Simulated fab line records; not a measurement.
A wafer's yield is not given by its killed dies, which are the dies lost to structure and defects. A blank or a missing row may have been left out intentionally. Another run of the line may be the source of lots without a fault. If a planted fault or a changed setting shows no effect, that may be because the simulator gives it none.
What tool caused it? :: flow gf180mcu :: 24 lots with 72 wafers sampled at 6 steps, on a route of 602 steps

WHAT THE GAUGES READ, wafer by wafer
GF_V3_THK_MEAS_25: measures by xrf. Usual: V3_W_THK 332 nm, standard deviation 6.1.
lot: L074
measured: day 22 04:56
on: filmMetro-01
V3_W_THK (nm): 323 331 329
flag: 

lot: L075
measured: day 22 19:32
on: filmMetro-03
V3_W_THK (nm): 329 331 337
flag: 

lot: L076
measured: day 23 02:40
on: filmMetro-01
V3_W_THK (nm): 325 332 329
flag: 

lot: L077
measured: day 23 09:32
on: filmMetro-02
V3_W_THK (nm): 323 341 332
flag: 

lot: L078
measured: day 23 13:50
on: filmMetro-01
V3_W_THK (nm): 330 329 317
flag: 

lot: L079
measured: day 24 08:36
on: filmMetro-01
V3_W_THK (nm): 326 327 331
flag: 

lot: L080
measured: day 24 11:32
on: filmMetro-01
V3_W_THK (nm): 333 330 328
flag: 

lot: L081
measured: day 24 20:35
on: filmMetro-02
V3_W_THK (nm): 343 335 336
flag: 

lot: L082
measured: day 25 06:35
on: filmMetro-01
V3_W_THK (nm): 331 320 330
flag: 

lot: L083
measured: day 25 15:05
on: filmMetro-03
V3_W_THK (nm): 336 336 326
flag: 

lot: L084
measured: day 25 23:44
on: filmMetro-01
V3_W_THK (nm): 330 329 336
flag: 

lot: L085
measured: day 26 09:29
on: filmMetro-01
V3_W_THK (nm): 336 331 328
flag: 

lot: L086
measured: day 26 12:22
on: filmMetro-01
V3_W_THK (nm): 333 329 322
flag: 

lot: L087
measured: day 27 04:24
on: filmMetro-01
V3_W_THK (nm): 332 334 325
flag: 

lot: L088
measured: day 27 11:44
on: filmMetro-01
V3_W_THK (nm): 325 326 337
flag: 

lot: L089
measured: day 27 17:28
on: filmMetro-02
V3_W_THK (nm): 333 331 341
flag: 

lot: L090
measured: day 27 21:10
on: filmMetro-02
V3_W_THK (nm): 337 331 330
flag: 

lot: L091
measured: day 28 06:55
on: filmMetro-02
V3_W_THK (nm): 336 340 340
flag: 

lot: L092
measured: day 28 16:02
on: filmMetro-02
V3_W_THK (nm): 341 338 336
flag: 

lot: L093
measured: day 28 21:08
on: filmMetro-01
V3_W_THK (nm): 337 323 327
flag: 

lot: L094
measured: day 29 06:20
on: filmMetro-01
V3_W_THK (nm): 330 329 330
flag: 

lot: L095
measured: day 29 07:49
on: filmMetro-02
V3_W_THK (nm): 337 341 341
flag: 

lot: L096
measured: day 29 10:27
on: filmMetro-02
V3_W_THK (nm): 340 336 338
flag: 

lot: L097
measured: day 29 16:29
on: filmMetro-03
V3_W_THK (nm): 338 340 345
flag: 

GF_V4_RS_MEAS_24: measures by four-point-probe. Usual: V4_W_RS 0.327 ohm/sq, standard deviation 0.0039.
lot: L074
measured: day 24 06:28
on: filmMetro-04
V4_W_RS (ohm/sq): 0.322 0.328 0.323
flag: 

lot: L075
measured: day 24 19:45
on: filmMetro-04
V4_W_RS (ohm/sq): 0.329 0.330 0.328
flag: 

lot: L076
measured: day 25 03:18
on: filmMetro-02
V4_W_RS (ohm/sq): 0.328 0.327 0.325
flag: 

lot: L077
measured: day 25 08:42
on: filmMetro-02
V4_W_RS (ohm/sq): 0.333 0.335 0.327
flag: 

lot: L078
measured: day 25 12:45
on: filmMetro-03
V4_W_RS (ohm/sq): 0.331 0.325 0.325
flag: 

lot: L079
measured: day 26 05:54
on: filmMetro-03
V4_W_RS (ohm/sq): 0.328 0.322 0.326
flag: 

lot: L080
measured: day 26 10:01
on: filmMetro-02
V4_W_RS (ohm/sq): 0.324 0.330 0.324
flag: 

lot: L081
measured: day 26 17:58
on: filmMetro-04
V4_W_RS (ohm/sq): 0.335 0.325 0.335
flag: 

lot: L082
measured: day 27 04:12
on: filmMetro-02
V4_W_RS (ohm/sq): 0.325 0.323 0.330
flag: 

lot: L083
measured: day 27 13:16
on: filmMetro-04
V4_W_RS (ohm/sq): 0.323 0.321 0.321
flag: 

lot: L084
measured: day 27 19:41
on: filmMetro-04
V4_W_RS (ohm/sq): 0.322 0.330 0.333
flag: 

lot: L085
measured: day 28 04:40
on: filmMetro-03
V4_W_RS (ohm/sq): 0.321 0.324 0.326
flag: 

lot: L086
measured: day 28 08:42
on: filmMetro-04
V4_W_RS (ohm/sq): 0.325 0.325 0.327
flag: 

lot: L087
measured: day 28 22:46
on: filmMetro-02
V4_W_RS (ohm/sq): 0.329 0.327 0.321
flag: 

lot: L088
measured: day 29 05:48
on: filmMetro-03
V4_W_RS (ohm/sq): 0.329 0.329 0.332
flag: 

lot: L089
measured: day 29 10:56
on: filmMetro-03
V4_W_RS (ohm/sq): 0.322 0.330 0.323
flag: 

lot: L090
measured: day 29 14:55
on: filmMetro-04
V4_W_RS (ohm/sq): 0.328 0.330 0.327
flag: 

lot: L091
measured: day 30 00:20
on: filmMetro-03
V4_W_RS (ohm/sq): 0.326 0.318 0.326
flag: 

lot: L092
measured: day 30 09:09
on: filmMetro-03
V4_W_RS (ohm/sq): 0.323 0.325 0.325
flag: 

lot: L093
measured: day 30 13:35
on: filmMetro-03
V4_W_RS (ohm/sq): 0.326 0.329 0.327
flag: 

lot: L094
measured: day 30 22:53
on: filmMetro-02
V4_W_RS (ohm/sq): 0.330 0.321 0.324
flag: 

lot: L095
measured: day 30 23:46
on: filmMetro-03
V4_W_RS (ohm/sq): 0.329 0.330 0.333
flag: 

lot: L096
measured: day 31 02:16
on: filmMetro-04
V4_W_RS (ohm/sq): 0.326 0.324 0.328
flag: 

lot: L097
measured: day 31 07:06
on: filmMetro-02
V4_W_RS (ohm/sq): 0.323 0.319 0.328
flag: 

WHAT TOOL EACH LOT RAN ON (gives the tool, then ch and the chambers of the sampled wafers, and finally the start)
lot: L074
GF_M2_STRIP_17: plasmaAsher-01 ch 0,1, day 18 23:17
GF_V2_ETCH_17: rieDiel-02 ch 0,1,3, day 22 03:46 or earlier
GF_V3_ETCH_16: rieDiel-04 ch 2,3, day 22 03:46
GF_M4_SPUTTER_03: pvdSputter-02, day 22 05:37

lot: L075
GF_M2_STRIP_17: plasmaAsher-03 ch 0,1, day 19 14:13
GF_V2_ETCH_17: rieDiel-02 ch 0,2,3, day 22 18:31 or earlier
GF_V3_ETCH_16: rieDiel-01 ch 0,1, day 22 18:31
GF_M4_SPUTTER_03: pvdSputter-02, day 22 20:02

lot: L076
GF_M2_STRIP_17: plasmaAsher-04 ch 0,1, day 19 22:28
GF_V2_ETCH_17: rieDiel-01 ch 0,3, day 23 01:40 or earlier
GF_V3_ETCH_16: rieDiel-04 ch 0,2, day 23 01:40
GF_M4_SPUTTER_03: pvdSputter-04, day 23 03:11

lot: L077
GF_M2_STRIP_17: plasmaAsher-04 ch 0,1, day 20 04:58
GF_V2_ETCH_17: rieDiel-02 ch 0,2, day 23 08:33 or earlier
GF_V3_ETCH_16: rieDiel-02 ch 0,1,2, day 23 08:33
GF_M4_SPUTTER_03: pvdSputter-04, day 23 10:04

lot: L078
GF_M2_STRIP_17: plasmaAsher-03 ch 0, day 20 09:34
GF_V2_ETCH_17: rieDiel-01 ch 2,3, day 23 12:49 or earlier
GF_V3_ETCH_16: rieDiel-02 ch 1,2, day 23 12:49
GF_M4_SPUTTER_03: pvdSputter-04, day 23 14:20

lot: L079
GF_M2_STRIP_17: plasmaAsher-03 ch 0,1, day 21 06:47
GF_V2_ETCH_17: rieDiel-01 ch 0,2,3, day 24 07:28 or earlier
GF_V3_ETCH_16: rieDiel-02 ch 0,1,3, day 24 07:28
GF_M4_SPUTTER_03: pvdSputter-04, day 24 09:07

lot: L080
GF_M2_STRIP_17: plasmaAsher-04 ch 0,1, day 21 09:04
GF_V2_ETCH_17: rieDiel-01 ch 0,1,3, day 24 10:25 or earlier
GF_V3_ETCH_16: rieDiel-01 ch 0,2,3, day 24 10:25
GF_M4_SPUTTER_03: pvdSputter-02, day 24 12:04

lot: L081
GF_M2_STRIP_17: plasmaAsher-04 ch 0,1, day 21 18:01
GF_V2_ETCH_17: rieDiel-02 ch 1,2,3, day 24 19:36 or earlier
GF_V3_ETCH_16: rieDiel-02 ch 0,2, day 24 19:36
GF_M4_SPUTTER_03: pvdSputter-02, day 24 21:07

lot: L082
GF_M2_STRIP_17: plasmaAsher-01 ch 0,1, day 22 04:43
GF_V2_ETCH_17: rieDiel-02 ch 1,2,3, day 25 05:36 or earlier
GF_V3_ETCH_16: rieDiel-04 ch 1,3, day 25 05:36
GF_M4_SPUTTER_03: pvdSputter-04, day 25 07:23

lot: L083
GF_M2_STRIP_17: plasmaAsher-04 ch 0,1, day 22 14:57
GF_V2_ETCH_17: rieDiel-02 ch 1,2, day 25 14:05 or earlier
GF_V3_ETCH_16: rieDiel-04 ch 0,1, day 25 14:05
GF_M4_SPUTTER_03: pvdSputter-01, day 25 17:06

lot: L084
GF_M2_STRIP_17: plasmaAsher-01 ch 0, day 22 23:59
GF_V2_ETCH_17: rieDiel-02 ch 0,3, day 25 22:43 or earlier
GF_V3_ETCH_16: rieDiel-02 ch 0,2,3, day 25 22:43
GF_M4_SPUTTER_03: pvdSputter-02, day 26 00:14

lot: L085
GF_M2_STRIP_17: plasmaAsher-01 ch 0, day 23 10:31
GF_V2_ETCH_17: rieDiel-03 ch 1,2, day 26 08:29 or earlier
GF_V3_ETCH_16: rieDiel-02 ch 0,2, day 26 08:29
GF_M4_SPUTTER_03: pvdSputter-01, day 26 10:01

lot: L086
GF_M2_STRIP_17: plasmaAsher-01 ch 0,1, day 23 13:58
GF_V2_ETCH_17: rieDiel-02 ch 1,2,3, day 26 11:17 or earlier
GF_V3_ETCH_16: rieDiel-01 ch 0,2,3, day 26 11:17
GF_M4_SPUTTER_03: pvdSputter-02, day 26 12:53

lot: L087
GF_M2_STRIP_17: plasmaAsher-03 ch 1, day 24 07:01
GF_V2_ETCH_17: rieDiel-02 ch 0,1,3, day 27 03:17 or earlier
GF_V3_ETCH_16: rieDiel-04 ch 0,3, day 27 03:17
GF_M4_SPUTTER_03: pvdSputter-04, day 27 05:07

lot: L088
GF_M2_STRIP_17: plasmaAsher-03 ch 0,1, day 24 14:44
GF_V2_ETCH_17: rieDiel-02 ch 0,1,2, day 27 10:38 or earlier
GF_V3_ETCH_16: rieDiel-04 ch 0,2,3, day 27 10:38
GF_M4_SPUTTER_03: pvdSputter-04, day 27 12:15

lot: L089
GF_M2_STRIP_17: plasmaAsher-04 ch 0,1, day 24 20:04
GF_V2_ETCH_17: rieDiel-01 ch 0,2,3, day 27 16:20 or earlier
GF_V3_ETCH_16: rieDiel-02 ch 0,1,2, day 27 16:20
GF_M4_SPUTTER_03: pvdSputter-02, day 27 17:58

lot: L090
GF_M2_STRIP_17: plasmaAsher-01 ch 0,1, day 25 02:18
GF_V2_ETCH_17: rieDiel-03 ch 0,2,3, day 27 19:59 or earlier
GF_V3_ETCH_16: rieDiel-01 ch 0,2, day 27 19:59
GF_M4_SPUTTER_03: pvdSputter-01, day 27 21:41

lot: L091
GF_M2_STRIP_17: plasmaAsher-04 ch 0,1, day 25 10:57
GF_V2_ETCH_17: rieDiel-01 ch 2,3, day 28 05:20 or earlier
GF_V3_ETCH_16: rieDiel-01 ch 0, day 28 05:20
GF_M4_SPUTTER_03: pvdSputter-01, day 28 07:25

lot: L092
GF_M2_STRIP_17: plasmaAsher-01 ch 0,1, day 25 23:11
GF_V2_ETCH_17: rieDiel-02 ch 0,1,3, day 28 15:02 or earlier
GF_V3_ETCH_16: rieDiel-02 ch 0,1,2, day 28 15:02
GF_M4_SPUTTER_03: pvdSputter-01, day 28 16:33

lot: L093
GF_M2_STRIP_17: plasmaAsher-01 ch 0,1, day 26 02:55
GF_V2_ETCH_17: rieDiel-01 ch 0,1,2, day 28 20:08 or earlier
GF_V3_ETCH_16: rieDiel-02 ch 0,1,3, day 28 20:08
GF_M4_SPUTTER_03: pvdSputter-04, day 28 21:40

lot: L094
GF_M2_STRIP_17: plasmaAsher-01 ch 0,1, day 26 11:52
GF_V2_ETCH_17: rieDiel-02 ch 0,2,3, day 29 05:20 or earlier
GF_V3_ETCH_16: rieDiel-01 ch 0,1,3, day 29 05:20
GF_M4_SPUTTER_03: pvdSputter-02, day 29 06:52

lot: L095
GF_M2_STRIP_17: plasmaAsher-01 ch 0,1, day 26 15:51
GF_V2_ETCH_17: rieDiel-01 ch 2,3, day 29 06:47 or earlier
GF_V3_ETCH_16: rieDiel-04 ch 0,1, day 29 06:47
GF_M4_SPUTTER_03: pvdSputter-01, day 29 08:19

lot: L096
GF_M2_STRIP_17: plasmaAsher-01 ch 0,1, day 26 18:06
GF_V2_ETCH_17: rieDiel-01 ch 0,2, day 29 09:25 or earlier
GF_V3_ETCH_16: rieDiel-04 ch 0,1, day 29 09:25
GF_M4_SPUTTER_03: pvdSputter-04, day 29 10:56

lot: L097
GF_M2_STRIP_17: plasmaAsher-01 ch 0,1, day 27 01:25
GF_V2_ETCH_17: rieDiel-02 ch 0,1,2, day 29 15:29 or earlier
GF_V3_ETCH_16: rieDiel-04 ch 0,1, day 29 15:29
GF_M4_SPUTTER_03: pvdSputter-02, day 29 17:01
- GF_M2_STRIP_17: strips in O2/N2.
- GF_V2_ETCH_17: etches SiO2 in C4F8/O2/Ar, stops on TiN, target depth 630 nm.
- GF_V3_ETCH_16: etches BARC in N2/H2.
- GF_M4_SPUTTER_03: material Ti, target thk 10 nm, time 6.7 s.

WHAT THE TOOLS THEMSELVES READ (means of the sampled wafers that have a number; where no wafer has one, the mark that the record gives instead)
GF_M2_STRIP_17. Usual: drypumpMotorCurrentA 5.6 A, standard deviation 0.62; heaterPowerW 335 W, standard deviation 28; oesProductAu 0.557 a.u., standard deviation 0.005; stripTimeToEndpointS 7.86 s, standard deviation 0.051.
lot: L074
tool: plasmaAsher-01
drypumpMotorCurrentA (A): 5.2
heaterPowerW (W): 358
oesProductAu (a.u.): 0.555
stripTimeToEndpointS (s): 7.90
flag: 

lot: L075
tool: plasmaAsher-03
drypumpMotorCurrentA (A): 5.8
heaterPowerW (W): 330
oesProductAu (a.u.): 0.561
stripTimeToEndpointS (s): 7.84
flag: 

lot: L076
tool: plasmaAsher-04
drypumpMotorCurrentA (A): 6.3
heaterPowerW (W): 312
oesProductAu (a.u.): 0.557
stripTimeToEndpointS (s): 7.82
flag: 

lot: L077
tool: plasmaAsher-04
drypumpMotorCurrentA (A): 6.3
heaterPowerW (W): 314
oesProductAu (a.u.): 0.556
stripTimeToEndpointS (s): 7.89
flag: 

lot: L078
tool: plasmaAsher-03
drypumpMotorCurrentA (A): 5.1
heaterPowerW (W): 289
oesProductAu (a.u.): 0.564
stripTimeToEndpointS (s): 7.95
flag: 

lot: L079
tool: plasmaAsher-03
drypumpMotorCurrentA (A): 5.5
heaterPowerW (W): 309
oesProductAu (a.u.): 0.551
stripTimeToEndpointS (s): 7.81
flag: 

lot: L080
tool: plasmaAsher-04
drypumpMotorCurrentA (A): 5.8
heaterPowerW (W): 329
oesProductAu (a.u.): 0.556
stripTimeToEndpointS (s): 7.74
flag: 

lot: L081
tool: plasmaAsher-04
drypumpMotorCurrentA (A): 6.3
heaterPowerW (W): 310
oesProductAu (a.u.): 0.551
stripTimeToEndpointS (s): 7.87
flag: 

lot: L082
tool: plasmaAsher-01
drypumpMotorCurrentA (A): 5.5
heaterPowerW (W): 341
oesProductAu (a.u.): 0.559
stripTimeToEndpointS (s): 7.90
flag: 

lot: L083
tool: plasmaAsher-04
drypumpMotorCurrentA (A): 5.8
heaterPowerW (W): 331
oesProductAu (a.u.): 0.554
stripTimeToEndpointS (s): 7.80
flag: 

lot: L084
tool: plasmaAsher-01
drypumpMotorCurrentA (A): 4.9
heaterPowerW (W): 366
oesProductAu (a.u.): 0.557
stripTimeToEndpointS (s): 7.82
flag: 

lot: L085
tool: plasmaAsher-01
drypumpMotorCurrentA (A): 4.9
heaterPowerW (W): 365
oesProductAu (a.u.): 0.557
stripTimeToEndpointS (s): 7.85
flag: 

lot: L086
tool: plasmaAsher-01
drypumpMotorCurrentA (A): 5.2
heaterPowerW (W): 351
oesProductAu (a.u.): 0.556
stripTimeToEndpointS (s): 7.93
flag: 

lot: L087
tool: plasmaAsher-03
drypumpMotorCurrentA (A): 6.2
heaterPowerW (W): 349
oesProductAu (a.u.): 0.559
stripTimeToEndpointS (s): 7.84
flag: 

lot: L088
tool: plasmaAsher-03
drypumpMotorCurrentA (A): 5.8
heaterPowerW (W): 333
oesProductAu (a.u.): 0.559
stripTimeToEndpointS (s): 7.86
flag: 

lot: L089
tool: plasmaAsher-04
drypumpMotorCurrentA (A): 6.3
heaterPowerW (W): 314
oesProductAu (a.u.): 0.551
stripTimeToEndpointS (s): 7.83
flag: 

lot: L090
tool: plasmaAsher-01
drypumpMotorCurrentA (A): 5.5
heaterPowerW (W): 340
oesProductAu (a.u.): 0.560
stripTimeToEndpointS (s): 7.90
flag: 

lot: L091
tool: plasmaAsher-04
drypumpMotorCurrentA (A): 6.3
heaterPowerW (W): 312
oesProductAu (a.u.): 0.556
stripTimeToEndpointS (s): 7.87
flag: 

lot: L092
tool: plasmaAsher-01
drypumpMotorCurrentA (A): 5.5
heaterPowerW (W): 344
oesProductAu (a.u.): 0.552
stripTimeToEndpointS (s): 7.82
flag: 

lot: L093
tool: plasmaAsher-01
drypumpMotorCurrentA (A): 5.5
heaterPowerW (W): 339
oesProductAu (a.u.): 0.557
stripTimeToEndpointS (s): 7.79
flag: 

lot: L094
tool: plasmaAsher-01
drypumpMotorCurrentA (A): 5.5
heaterPowerW (W): 344
oesProductAu (a.u.): 0.561
stripTimeToEndpointS (s): 7.86
flag: 

lot: L095
tool: plasmaAsher-01
drypumpMotorCurrentA (A): 5.5
heaterPowerW (W): 346
oesProductAu (a.u.): 0.559
stripTimeToEndpointS (s): 7.96
flag: 

lot: L096
tool: plasmaAsher-01
drypumpMotorCurrentA (A): 5.2
heaterPowerW (W): 350
oesProductAu (a.u.): 0.552
stripTimeToEndpointS (s): 7.82
flag: 

lot: L097
tool: plasmaAsher-01
drypumpMotorCurrentA (A): 5.2
heaterPowerW (W): 357
oesProductAu (a.u.): 0.557
stripTimeToEndpointS (s): 7.87
flag: 

GF_V2_ETCH_17. Usual: oesProductAu at 0.856 a.u., with a standard deviation of 0.005.
lot: L074
tool: rieDiel-02
oesProductAu (a.u.): 0.855
flag: 

lot: L075
tool: rieDiel-02
oesProductAu (a.u.): 0.858
flag: 

lot: L076
tool: rieDiel-01
oesProductAu (a.u.): 0.856
flag: 

lot: L077
tool: rieDiel-02
oesProductAu (a.u.): 0.854
flag: 

lot: L078
tool: rieDiel-01
oesProductAu (a.u.): 0.859
flag: 

lot: L079
tool: rieDiel-01
oesProductAu (a.u.): 0.859
flag: 

lot: L080
tool: rieDiel-01
oesProductAu (a.u.): 0.857
flag: 

lot: L081
tool: rieDiel-02
oesProductAu (a.u.): 0.856
flag: 

lot: L082
tool: rieDiel-02
oesProductAu (a.u.): 0.855
flag: 

lot: L083
tool: rieDiel-02
oesProductAu (a.u.): 0.859
flag: 

lot: L084
tool: rieDiel-02
oesProductAu (a.u.): 0.857
flag: 

lot: L085
tool: rieDiel-03
oesProductAu (a.u.): 0.851
flag: 

lot: L086
tool: rieDiel-02
oesProductAu (a.u.): 0.858
flag: 

lot: L087
tool: rieDiel-02
oesProductAu (a.u.): 0.857
flag: 

lot: L088
tool: rieDiel-02
oesProductAu (a.u.): 0.856
flag: 

lot: L089
tool: rieDiel-01
oesProductAu (a.u.): 0.856
flag: 

lot: L090
tool: rieDiel-03
oesProductAu (a.u.): 0.860
flag: 

lot: L091
tool: rieDiel-01
oesProductAu (a.u.): 0.856
flag: 

lot: L092
tool: rieDiel-02
oesProductAu (a.u.): 0.859
flag: 

lot: L093
tool: rieDiel-01
oesProductAu (a.u.): 0.854
flag: 

lot: L094
tool: rieDiel-02
oesProductAu (a.u.): 0.857
flag: 

lot: L095
tool: rieDiel-01
oesProductAu (a.u.): 0.856
flag: 

lot: L096
tool: rieDiel-01
oesProductAu (a.u.): 0.857
flag: 

lot: L097
tool: rieDiel-02
oesProductAu (a.u.): 0.856
flag: 

GF_V3_ETCH_16. Usual: drypumpMotorCurrentA 5.7 A, standard deviation 0.56; oesProductAu 0.855 a.u., standard deviation 0.0046; throttleValvePct 13.224 %, standard deviation 0.008.
lot: L074
tool: rieDiel-04
drypumpMotorCurrentA (A): 5.5
oesProductAu (a.u.): 0.860
throttleValvePct (%): 13.231
flag: 

lot: L075
tool: rieDiel-01
drypumpMotorCurrentA (A): 5.3
oesProductAu (a.u.): 0.852
throttleValvePct (%): 13.222
flag: 

lot: L076
tool: rieDiel-04
drypumpMotorCurrentA (A): 6.4
oesProductAu (a.u.): 0.858
throttleValvePct (%): 13.218
flag: 

lot: L077
tool: rieDiel-02
drypumpMotorCurrentA (A): 5.4
oesProductAu (a.u.): 0.855
throttleValvePct (%): 13.224
flag: 

lot: L078
tool: rieDiel-02
drypumpMotorCurrentA (A): 5.2
oesProductAu (a.u.): 0.854
throttleValvePct (%): 13.231
flag: 

lot: L079
tool: rieDiel-02
drypumpMotorCurrentA (A): 5.4
oesProductAu (a.u.): 0.856
throttleValvePct (%): 13.225
flag: 

lot: L080
tool: rieDiel-01
drypumpMotorCurrentA (A): 5.9
oesProductAu (a.u.): 0.853
throttleValvePct (%): 13.227
flag: 

lot: L081
tool: rieDiel-02
drypumpMotorCurrentA (A): 5.5
oesProductAu (a.u.): 0.861
throttleValvePct (%): 13.221
flag: 

lot: L082
tool: rieDiel-04
drypumpMotorCurrentA (A): 5.5
oesProductAu (a.u.): 0.853
throttleValvePct (%): 13.228
flag: 

lot: L083
tool: rieDiel-04
drypumpMotorCurrentA (A): 5.9
oesProductAu (a.u.): 0.858
throttleValvePct (%): 13.220
flag: 

lot: L084
tool: rieDiel-02
drypumpMotorCurrentA (A): 5.7
oesProductAu (a.u.): 0.856
throttleValvePct (%): 13.225
flag: 

lot: L085
tool: rieDiel-02
drypumpMotorCurrentA (A): 5.6
oesProductAu (a.u.): 0.855
throttleValvePct (%): 13.228
flag: 

lot: L086
tool: rieDiel-01
drypumpMotorCurrentA (A): 5.9
oesProductAu (a.u.): 0.858
throttleValvePct (%): 13.221
flag: 

lot: L087
tool: rieDiel-04
drypumpMotorCurrentA (A): 5.9
oesProductAu (a.u.): 0.852
throttleValvePct (%): 13.224
flag: 

lot: L088
tool: rieDiel-04
drypumpMotorCurrentA (A): 5.9
oesProductAu (a.u.): 0.853
throttleValvePct (%): 13.226
flag: 

lot: L089
tool: rieDiel-02
drypumpMotorCurrentA (A): 5.4
oesProductAu (a.u.): 0.855
throttleValvePct (%): 13.227
flag: 

lot: L090
tool: rieDiel-01
drypumpMotorCurrentA (A): 5.8
oesProductAu (a.u.): 0.857
throttleValvePct (%): 13.224
flag: 

lot: L091
tool: rieDiel-01
drypumpMotorCurrentA (A): 4.9
oesProductAu (a.u.): 0.857
throttleValvePct (%): 13.213
flag: 

lot: L092
tool: rieDiel-02
drypumpMotorCurrentA (A): 5.4
oesProductAu (a.u.): 0.856
throttleValvePct (%): 13.224
flag: 

lot: L093
tool: rieDiel-02
drypumpMotorCurrentA (A): 5.4
oesProductAu (a.u.): 0.854
throttleValvePct (%): 13.227
flag: 

lot: L094
tool: rieDiel-01
drypumpMotorCurrentA (A): 5.8
oesProductAu (a.u.): 0.856
throttleValvePct (%): 13.218
flag: 

lot: L095
tool: rieDiel-04
drypumpMotorCurrentA (A): 6.3
oesProductAu (a.u.): 0.853
throttleValvePct (%): 13.216
flag: 

lot: L096
tool: rieDiel-04
drypumpMotorCurrentA (A): 5.9
oesProductAu (a.u.): 0.855
throttleValvePct (%): 13.222
flag: 

lot: L097
tool: rieDiel-04
drypumpMotorCurrentA (A): 6.3
oesProductAu (a.u.): 0.858
throttleValvePct (%): 13.223
flag: 

GF_M4_SPUTTER_03. Usual: throttleValvePct at 30.2 %, with a standard deviation of 1.
lot: L074
tool: pvdSputter-02
throttleValvePct (%): 29.7
flag: 

lot: L075
tool: pvdSputter-02
throttleValvePct (%): 29.9
flag: 

lot: L076
tool: pvdSputter-04
throttleValvePct (%): 30.0
flag: 

lot: L077
tool: pvdSputter-04
throttleValvePct (%): 30.3
flag: 

lot: L078
tool: pvdSputter-04
throttleValvePct (%): 30.9
flag: 

lot: L079
tool: pvdSputter-04
throttleValvePct (%): 30.5
flag: 

lot: L080
tool: pvdSputter-02
throttleValvePct (%): 29.6
flag: 

lot: L081
tool: pvdSputter-02
throttleValvePct (%): 29.7
flag: 

lot: L082
tool: pvdSputter-04
throttleValvePct (%): 29.7
flag: 

lot: L083
tool: pvdSputter-01
throttleValvePct (%): 31.7
flag: 

lot: L084
tool: pvdSputter-02
throttleValvePct (%): 29.6
flag: 

lot: L085
tool: pvdSputter-01
throttleValvePct (%): 30.4
flag: 

lot: L086
tool: pvdSputter-02
throttleValvePct (%): 29.7
flag: 

lot: L087
tool: pvdSputter-04
throttleValvePct (%): 30.6
flag: 

lot: L088
tool: pvdSputter-04
throttleValvePct (%): 30.0
flag: 

lot: L089
tool: pvdSputter-02
throttleValvePct (%): 30.0
flag: 

lot: L090
tool: pvdSputter-01
throttleValvePct (%): 30.6
flag: 

lot: L091
tool: pvdSputter-01
throttleValvePct (%): 31.5
flag: 

lot: L092
tool: pvdSputter-01
throttleValvePct (%): 31.2
flag: 

lot: L093
tool: pvdSputter-04
throttleValvePct (%): 30.0
flag: 

lot: L094
tool: pvdSputter-02
throttleValvePct (%): 29.7
flag: 

lot: L095
tool: pvdSputter-01
throttleValvePct (%): 30.5
flag: 

lot: L096
tool: pvdSputter-04
throttleValvePct (%): 30.1
flag: 

lot: L097
tool: pvdSputter-02
throttleValvePct (%): 30.1
flag: 

THE ANSWER, worked out from the rows above alone
Rule: a lot counts as off when the mean over its wafers that have a number is more than 3 standard deviations away from the usual mean. Also off: a lot with no number at a reading for which 4 or more lots have one. All remaining lots with rows at the step are treated as sound. Order of review: gauges by route order, followed by the tools' own readings, for which a lot's mean as printed above is used. At the first step where some lot is off, the reading lying furthest off is the one used; lots without a number count as furthest.
None of the lots is off at any reading shown; this tells nothing.

WHAT WAS PUT IN BY THE SIMULATOR
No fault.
